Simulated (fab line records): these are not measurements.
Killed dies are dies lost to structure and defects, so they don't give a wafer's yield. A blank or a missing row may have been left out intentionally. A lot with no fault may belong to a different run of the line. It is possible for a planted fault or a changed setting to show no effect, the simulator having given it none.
fab line records | flow sky130
record lots=11 wafers=33 last-day=50
route steps=708 shown CAPM@550 VIA3@587 METAL4@600 CAP2M@604 PAD_OPEN@708
lots untouched by any fault: they come from a run of this same line in which no faults occurred
start-h: hours from the record's first day to the start of the lot's first wafer shown | wait-h: time in hours since the lot's previous step | " same as the row above | L1.1+2: several wafers, shown together as one row | - value missing, or start not given | * or withheld: withheld | < > ~ a bound
route shown NAME@n: names a module that has steps shown in the file, with the first one's number in the route | usual: the fault-free wafers' mean and standard deviation | same: alike in all rows | chamber/n: place in a boat | sites: each site's reading | _std_site: how widely they spread, as a standard deviation | _edge_site: the outer-site mean with the inner-site mean subtracted | radius-mm: how far each site lies from the wafer's centre | mask NAME#n: copy n | behind: the most recent tool/chamber to have shaped the wafer | hold: why the lot was held/for how many hours/how that ended | device: the n, p or np transistor that did not switch | end of line: the tests these same wafers got at the end of their route | a step without rows: its recipe alone | killed: dies that structure and defects cost at the first sort, which is not the same as the wafer's yield | map: the dies of a wafer, with x for killed, . for not killed, _ for no die there
set.NAME: the setting as run; set.NAME@STEP: as run at that earlier step | model.NAME: the simulator's own value behind a step, which no gauge read
route steps across a sampled set of lots; one table per step, one row per wafer
services: a tool's chamber out of use, with start hour (start-h, from the record's first day; less than 0 if before it), hours out, and reason
## steps
# step SKY_CAPM_METAL_ETCH_13
# recipe target-depth-nm=220 stop-on=SiO2 chemistry=Cl2/BCl3 target=TiN pressure-mtorr=10 icp-w=900 bias-w=48.5 Cl2_flow_sccm=60 bcl3-flow-sccm=30 time-s=62.9
# usual chamber-pressure-mTorr=10.000/0.0083 drypump-motor-current-A=5.7/0.51 oes-product-au=0.943/0.0073 run-length-s=91.4/0.79 throttle-valve-pct=21.901/0.01
# columns lot.wafer tool chamber start-h wait-h chamber-pressure-mTorr drypump-motor-current-A oes-product-au rf-hours-counter-h run-length-s throttle-valve-pct
L966.1 rie-metal-04 1 914.31 0.0 10.004 5.3 0.927 11 90.4 21.916
L966.3 " 0 " " 10.000 4.9 0.944 - 91.1 21.908
L966.6 " 1 " " 9.997 5.3 0.936 - 90.6 21.905
L965.2 rie-metal-02 1 917.04 0.0 10.000 6.2 0.948 4 90.9 21.902
L965.3 " 1 " " 10.002 6.2 0.945 - 91.0 21.906
L965.5 " 1 " " 10.000 6.2 0.948 - 91.6 21.902
L969.1 rie-metal-02 0 921.24 0.0 9.995 5.7 0.949 6 91.9 21.905
L969.2 " 1 " " 9.991 6.2 0.946 4 91.1 21.882
L969.4 " 1 " " 10.007 6.2 0.947 - 90.9 21.886
L970.1 rie-metal-02 0 927.19 0.0 10.015 5.7 0.941 7 92.0 21.896
L970.4 " 0 " " 10.013 5.7 0.948 - 91.7 21.898
L970.5 " 0 " " 9.999 5.8 0.952 - 92.3 21.912
L971.1 rie-metal-02 0 929.84 0.0 10.012 5.8 0.940 7 92.0 21.914
L971.5 " 1 " " 9.993 6.2 0.930 - 91.2 21.901
L971.6 " 0 " " 9.983 5.7 0.943 - 91.7 21.890
L972.1 rie-metal-02 1 936.19 0.0 9.994 6.2 0.960 5 91.1 21.897
L972.4 " 0 " " 9.993 5.7 0.950 - 92.0 21.905
L972.5 " 0 " " 10.005 5.7 0.961 - 91.8 21.883
L973.1 rie-metal-04 1 948.21 0.0 10.001 5.3 0.941 14 90.6 21.900
L973.4 " 0 " " 9.996 4.9 0.933 - 91.1 21.897
L973.6 " 1 " " 10.007 5.4 0.932 - 90.6 21.892
L974.1 rie-metal-04 0 961.50 0.0 10.008 4.9 0.947 1 90.9 21.896
L974.4 " 0 " " 9.989 4.9 0.949 - 91.0 21.895
L974.5 " 0 " " 10.010 4.9 0.948 - 91.0 21.891
L980.3 rie-metal-02 1 992.29 0.0 10.004 6.2 0.945 - 91.3 21.905
L980.5 " 0 " " 9.999 5.7 0.939 - 91.7 21.901
L980.6 " 1 " " 9.981 6.2 0.937 - 91.1 21.900
L984.2 rie-metal-03 1 1019.82 0.0 10.013 6.2 0.944 - 91.4 21.895
L984.5 " 1 " " 9.998 6.1 0.948 - 91.7 21.901
L984.6 " 1 " " 9.990 6.1 0.936 - 92.0 21.918
L986.2 rie-metal-03 0 1029.24 0.0 10.014 6.1 0.946 - 91.1 21.913
L986.3 " 0 " " 10.011 6.1 0.936 - 91.0 21.896
L986.5 " 0 " " 10.007 6.1 0.934 - 91.8 21.898
# step SKY_VIA3_ETCH_14
# recipe chemistry=N2/H2 target=BARC ion-energy-ev=200 source-w=500 bias-w=100 pressure-mtorr=30 n2-flow-sccm=100 h2-flow-sccm=200 stop-on=SiO2 time-s=45.9 target-depth-a=600
# usual chamber-pressure-mTorr=30.00/0.043 drypump-motor-current-A=5.7/0.33 n2-flow-sccm=100.04/0.28 oes-product-au=0.855/0.0045 run-length-s=74.3/0.36 throttle-valve-pct=13.225/0.0084
# columns lot.wafer tool chamber start-h wait-h chamber-pressure-mTorr drypump-motor-current-A n2-flow-sccm oes-product-au rf-hours-counter-h run-length-s throttle-valve-pct
L966.1 rie-diel-01 3 966.32 0.0 29.99 6.1 100.37 0.850 13 74.8 13.229
L966.3 " 1 " " 30.04 5.0 99.79 0.856 27 74.4 13.235
L966.6 " 3 " " 30.03 6.1 100.22 0.849 - 74.2 13.220
L965.2 rie-diel-03 0 968.50 0.0 29.95 5.8 99.84 0.854 0 73.9 13.223
L965.3 " 3 " " 30.01 5.9 100.55 0.856 20 74.5 13.227
L965.5 " 3 " " 30.07 5.9 100.17 0.857 - 74.3 13.220
L969.1 rie-diel-03 0 971.95 0.0 30.01 5.8 100.21 0.850 1 74.0 13.221
L969.2 " 2 " " 30.02 5.4 100.26 0.856 23 73.7 13.233
L969.4 " 1 " " 29.99 5.6 99.72 0.857 27 73.8 13.225
L970.1 rie-diel-03 0 977.26 0.0 29.94 5.8 100.02 0.852 1 74.0 13.236
L970.4 " 1 " " 29.95 5.6 100.48 0.856 27 74.5 13.228
L970.5 " 0 " " 29.95 5.8 100.51 0.848 - 74.2 13.218
L971.1 rie-diel-03 2 980.41 0.0 29.97 5.4 99.77 0.860 24 74.0 13.223
L971.5 " 3 " " 30.03 5.9 100.12 0.860 - 73.9 13.229
L971.6 " 0 " " 29.98 5.8 100.28 0.859 - 74.3 13.234
L972.1 rie-diel-03 2 986.41 0.0 30.02 5.4 100.08 0.850 24 73.6 13.228
L972.4 " 0 " " 30.02 5.8 100.42 0.858 1 74.4 13.201
L972.5 " 2 " " 30.03 5.4 99.61 0.849 - 73.6 13.221
L973.1 rie-diel-02 0 998.01 0.0 29.94 5.7 100.14 0.856 12 74.2 13.221
L973.4 " 2 " " 30.04 5.7 99.84 0.852 - 74.6 13.229
L973.6 " 0 " " 30.02 5.8 100.35 0.865 - 74.2 13.240
L974.1 rie-diel-01 0 1010.30 0.0 30.02 6.0 99.74 0.854 16 74.1 13.237
L974.4 " 3 " " 30.04 6.1 100.17 0.857 - 74.8 13.229
L974.5 " 0 " " 30.02 6.0 100.05 0.861 - 74.4 13.228
L980.3 rie-diel-01 1 1039.60 0.0 30.00 5.0 99.57 0.889 1 72.0 13.232
L980.5 " 0 " " 30.01 6.0 99.76 0.892 - 71.8 13.225
L980.6 " 1 " " 30.01 5.0 99.97 0.859 - 74.1 13.225
L984.2 rie-diel-03 2 1066.50 0.0 30.03 5.4 99.84 0.865 27 74.1 13.231
L984.5 " 2 " " 29.98 5.4 100.35 0.855 - 74.3 13.235
L984.6 " 3 " " 30.00 5.9 99.87 0.858 - 74.1 13.220
L986.2 rie-diel-03 1 1074.56 0.0 29.99 5.6 100.13 0.859 2 74.2 13.232
L986.3 " 2 " " 30.04 5.4 100.59 0.857 27 73.7 13.212
L986.5 " 3 " " 29.98 5.9 100.09 0.856 - 74.3 13.212
# step SKY_METAL4_SPUTTER_02
# recipe material=AlCu target-thk-nm=735 power-w=10600 time-s=39.1 chamber-pressure-pa=0.4
# usual chamber-pressure-pa=0.4000/0.00085 throttle-valve-pct=30.3/1
# columns lot.wafer tool chamber start-h wait-h chamber-pressure-pa throttle-valve-pct
L966.1 pvd-sputter-01 - 967.76 0.0 0.3999 30.4
L966.3 " - " " 0.4007 31.0
L966.6 " - " " 0.3992 30.3
L965.2 pvd-sputter-04 - 969.90 0.0 0.4009 32.3
L965.3 " - " " 0.4003 31.5
L965.5 " - " " 0.4007 30.3
L969.1 pvd-sputter-01 - 973.51 0.0 0.3990 30.1
L969.2 " - " " 0.4002 30.9
L969.4 " - " " 0.4005 29.9
L970.1 pvd-sputter-01 - 978.73 0.0 0.4001 29.7
L970.4 " - " " 0.4009 30.0
L970.5 " - " " 0.4000 30.2
L971.1 pvd-sputter-01 - 982.26 0.0 0.4005 30.0
L971.5 " - " " 0.4004 31.3
L971.6 " - " " 0.4002 30.1
L972.1 pvd-sputter-03 - 988.25 0.0 0.3996 28.7
L972.4 " - " " 0.3998 29.6
L972.5 " - " " 0.4008 28.9
L973.1 pvd-sputter-03 - 1000.05 0.0 0.4002 30.7
L973.4 " - " " 0.3994 29.4
L973.6 " - " " 0.4016 28.9
L974.1 pvd-sputter-04 - 1011.71 0.0 0.4008 30.3
L974.4 " - " " 0.4003 32.3
L974.5 " - " " 0.4001 32.4
L980.3 pvd-sputter-03 - 1041.03 0.0 0.4007 29.6
L980.5 " - " " 0.4003 28.6
L980.6 " - " " 0.3983 29.7
L984.2 pvd-sputter-01 - 1067.99 0.0 0.3994 29.8
L984.5 " - " " 0.3993 30.1
L984.6 " - " " 0.4006 29.5
L986.2 pvd-sputter-04 - 1075.97 0.0 0.4006 30.2
L986.3 " - " " 0.4001 32.6
L986.5 " - " " 0.4005 32.5
# step SKY_CAP2M_THK_MEAS_01
# recipe reads=SiO2_of_CAP2M_CVD_00
# usual CAP2M_CVD_00_THK=15.54/0.23
# columns lot.wafer tool chamber start-h wait-h CAP2M_CVD_00_THK[nm]
L966.1 film-metro-02 - 967.89 - 15.16
L966.3 " - " " 15.40
L966.6 " - " " 15.41
L965.2 film-metro-01 - 970.04 - 15.16
L965.3 " - " " 15.25
L965.5 " - " " 15.33
L969.1 film-metro-01 - 973.64 - 15.52
L969.2 " - " " 15.27
L969.4 " - " " 15.64
L970.1 film-metro-04 - 978.86 - 15.26
L970.4 " - " " 15.60
L970.5 " - " " 15.64
L971.1 film-metro-02 - 982.39 - 15.20
L971.5 " - " " 15.48
L971.6 " - " " 15.78
L972.1 film-metro-01 - 988.38 - 15.53
L972.4 " - " " 15.61
L972.5 " - " " 15.75
L973.1 film-metro-01 - 1000.17 - 15.18
L973.4 " - " " 15.35
L973.6 " - " " 15.37
L974.1 film-metro-01 - 1011.84 - 15.69
L974.4 " - " " 16.08
L974.5 " - " " 15.65
L980.3 film-metro-02 - 1041.19 - 15.97
L980.5 " - " " 15.83
L980.6 " - " " 15.82
L984.2 film-metro-02 - 1068.13 - 15.09
L984.5 " - " " 15.51
L984.6 " - " " 15.51
L986.2 film-metro-04 - 1076.11 - 15.58
L986.3 " - " " 15.47
L986.5 " - " " 16.05
# step SKY_PAD_OPEN_PROBE_99
# usual defect-limited-yield=82.7/2.1 killed_at_M0_to_M3=43/7.2 killed_at_M4_up=3.3/1.8 killed-at-contacts=23/5.5 killed-at-front-end=16/5.1 killed-at-other=0.4/0.65 killed-dies=85/10 killed-open=46/7.1 killed-short=38/7.2 sort_bin_3_pad_short=0.9/0.41 sort_bin_5_function=10.2/1.5 sort_bin_6_memory=6.2/1.1 sort-n-pass=407/10 sort-yield-pct=82.7/2.1
# same gross-dies=492 killed-at-back-side=0 sort_bin_4_leakage[%]=0 sort_bin_8_speed[%]=0
# columns lot.wafer tool chamber start-h wait-h defect-limited-yield[%] killed_at_M0_to_M3 killed_at_M4_up killed-at-contacts killed-at-front-end killed-at-other killed-dies killed-open killed-short sort_bin_3_pad_short[%] sort_bin_5_function[%] sort_bin_6_memory[%] sort-n-pass sort-yield-pct[%]
L972.1 prober-02 - 1122.98 0.1 80.5 41 3 26 24 2 96 49 46 1.0 12.2 6.3 396 80.5
L972.4 prober-02 - 1123.13 0.2 82.3 31 7 22 26 1 87 50 34 0.8 9.3 7.5 405 82.3
L972.5 prober-02 - 1123.18 0.2 81.9 43 2 22 22 0 89 42 44 0.8 11.0 6.3 403 81.9
L980.3 prober-02 - 1166.50 0.2 83.5 39 4 27 11 0 81 42 39 1.2 10.8 4.5 411 83.5
L980.5 prober-02 - 1166.60 0.2 86.0 33 3 20 11 2 69 40 29 0.2 10.4 3.5 423 86.0
L980.6 prober-02 - 1166.65 0.2 84.3 36 1 20 20 0 77 44 33 0.6 10.4 4.7 415 84.3
L984.2 prober-01 - 1187.50 0.1 85.4 34 3 21 14 0 72 38 34 0.6 9.3 4.7 420 85.4
L984.5 prober-01 - 1187.65 0.2 83.5 39 5 22 15 0 81 52 29 0.6 10.6 5.3 411 83.5
L984.6 prober-01 - 1187.70 0.2 83.3 49 2 17 14 0 82 39 41 1.2 9.6 5.9 410 83.3
L986.2 prober-02 - 1193.18 0.1 80.7 42 1 32 19 1 95 56 38 1.2 11.8 6.3 397 80.7
L986.3 prober-02 - 1193.23 0.2 83.5 42 1 20 18 0 81 48 33 1.0 9.8 5.7 411 83.5
L986.5 prober-02 - 1193.33 0.2 84.3 33 6 21 17 0 77 37 40 0.6 9.1 5.9 415 84.3
# killed by level:class
L972.1 LI_CONTACT:geometric-particle:open=11 VIA1:geometric-particle:open=10 METAL1:geometric-particle:short=7 VIA3:geometric-particle:open=6 CONTACT:geometric-particle:open=6 POLY_GATE:geometric-particle:open=5 LOCAL_INTERCONNECT:geometric-particle:short=5 POLY_GATE:geometric-particle:short=4
L972.4 CONTACT:geometric-particle:open=11 FIELD_ISO:geometric-particle:short=9 VIA3:geometric-particle:open=9 LI_CONTACT:geometric-particle:open=7 VIA1:geometric-particle:open=6 FIELD_ISO:geometric-particle:open=5 METAL2:geometric-particle:short=5 VIA2:geometric-particle:short=4
L972.5 LI_CONTACT:geometric-particle:open=8 VIA1:geometric-particle:open=8 METAL2:geometric-particle:short=7 VIA2:geometric-particle:open=7 FIELD_ISO:geometric-particle:short=6 POLY_GATE:geometric-particle:short=5 LOCAL_INTERCONNECT:geometric-particle:short=5 FIELD_ISO:geometric-particle:open=4
L980.3 CONTACT:geometric-particle:open=10 VIA2:geometric-particle:open=8 LOCAL_INTERCONNECT:geometric-particle:short=7 VIA1:geometric-particle:open=7 CONTACT:geometric-particle:short=6 METAL2:geometric-particle:short=6 POLY_GATE:geometric-particle:open=5 METAL1:geometric-particle:short=4
L980.5 CONTACT:geometric-particle:open=11 VIA1:geometric-particle:open=7 LI_CONTACT:geometric-particle:open=6 METAL1:geometric-particle:short=5 FIELD_ISO:geometric-particle:short=4 VIA2:geometric-particle:open=4 VIA3:geometric-particle:open=4 VIA1:geometric-particle:short=3
L980.6 CONTACT:geometric-particle:open=11 VIA2:geometric-particle:open=9 VIA1:geometric-particle:open=8 POLY_GATE:geometric-particle:short=7 FIELD_ISO:geometric-particle:short=6 CONTACT:geometric-particle:short=5 VIA3:geometric-particle:open=5 FIELD_ISO:geometric-particle:open=4
L984.2 VIA1:geometric-particle:open=10 POLY_GATE:geometric-particle:short=7 LI_CONTACT:geometric-particle:open=7 CONTACT:geometric-particle:open=6 VIA1:geometric-particle:short=5 LOCAL_INTERCONNECT:geometric-particle:short=4 CONTACT:geometric-particle:short=4 VIA2:geometric-particle:short=4
L984.5 VIA1:geometric-particle:open=14 METAL2:geometric-particle:short=7 POLY_GATE:geometric-particle:open=6 CONTACT:geometric-particle:open=6 VIA3:geometric-particle:open=6 LI_CONTACT:geometric-particle:open=5 CONTACT:geometric-particle:short=4 FIELD_ISO:geometric-particle:open=3
L984.6 VIA1:geometric-particle:open=13 METAL1:geometric-particle:short=8 VIA1:geometric-particle:short=6 VIA3:geometric-particle:open=6 VIA2:geometric-particle:open=5 CONTACT:geometric-particle:open=5 FIELD_ISO:geometric-particle:short=4 LI_CONTACT:geometric-particle:open=4
L986.2 CONTACT:geometric-particle:open=12 LI_CONTACT:geometric-particle:open=9 VIA1:geometric-particle:open=9 VIA3:geometric-particle:open=8 METAL1:geometric-particle:short=6 VIA1:geometric-particle:short=5 VIA2:geometric-particle:open=5 FIELD_ISO:geometric-particle:short=4
L986.3 VIA3:geometric-particle:open=9 VIA1:geometric-particle:open=8 FIELD_ISO:geometric-particle:open=6 LOCAL_INTERCONNECT:geometric-particle:short=5 CONTACT:geometric-particle:open=5 VIA2:geometric-particle:open=5 POLY_GATE:geometric-particle:open=4 LI_CONTACT:geometric-particle:open=4
L986.5 CONTACT:geometric-particle:open=11 VIA1:geometric-particle:open=7 VIA2:geometric-particle:open=7 METAL1:geometric-particle:short=6 FIELD_ISO:geometric-particle:open=5 METAL4:geometric-particle:short=5 FIELD_ISO:geometric-particle:short=4 LOCAL_INTERCONNECT:geometric-particle:short=4
## services
# columns tool chamber start-h hours kind
rie-diel-01 3 903.81 2.4 repair
rie-diel-01 1 912.42 3.0 repair
rie-metal-03 - 913.56 28.1 pm
pvd-sputter-03 - 915.60 8.7 repair
rie-diel-01 1 916.68 2.7 repair
rie-diel-01 2 930.07 5.0 repair
rie-diel-01 1 936.56 8.7 repair
pvd-sputter-01 - 937.51 8.1 repair
rie-metal-03 - 949.76 1.4 pm
rie-diel-03 - 954.90 4.3 pm
rie-metal-04 1 962.81 13.1 repair
rie-diel-01 2 965.75 3.7 repair
pvd-sputter-04 - 977.48 24.5 repair
rie-diel-02 1 989.79 102.6 repair
rie-diel-03 1 994.32 2.9 repair
rie-metal-04 - 997.15 2.8 pm
rie-diel-02 0 999.88 15.1 repair
rie-diel-03 - 1006.03 2.8 pm
rie-metal-03 0 1014.02 8.4 repair
rie-metal-03 1 1020.78 39.1 repair
rie-diel-02 - 1023.47 2.8 pm
rie-diel-01 0 1029.56 4.7 repair
rie-diel-03 0 1064.71 21.0 repair
rie-diel-01 - 1075.21 14.6 pm
## key
first-sign step=SKY_VIA3_ETCH_14 reading=oes-product-au direction=up sigmas=8 usual=0.855 struck=0.891
effect step=SKY_VIA3_ETCH_14 reading=run-length-s direction=down sigmas=6.5 usual=* struck=*
met-at SKY_VIA3_ETCH_14
struck-lots L980
struck-wafers L980.3,L980.5
not-acting-at SKY_CAPM_METAL_ETCH_13,SKY_METAL4_SPUTTER_02,SKY_CAP2M_THK_MEAS_01
onset-between 1010.30 1039.60
fault kind=process-parameter-drift tool=rie-diel-01 chamber=- onset-h=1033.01 steps=SKY_VIA3_ETCH_14 channel=time-s offset=* shape=step end-h=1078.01 scope=struck-wafers-only acts-in=* stated=*
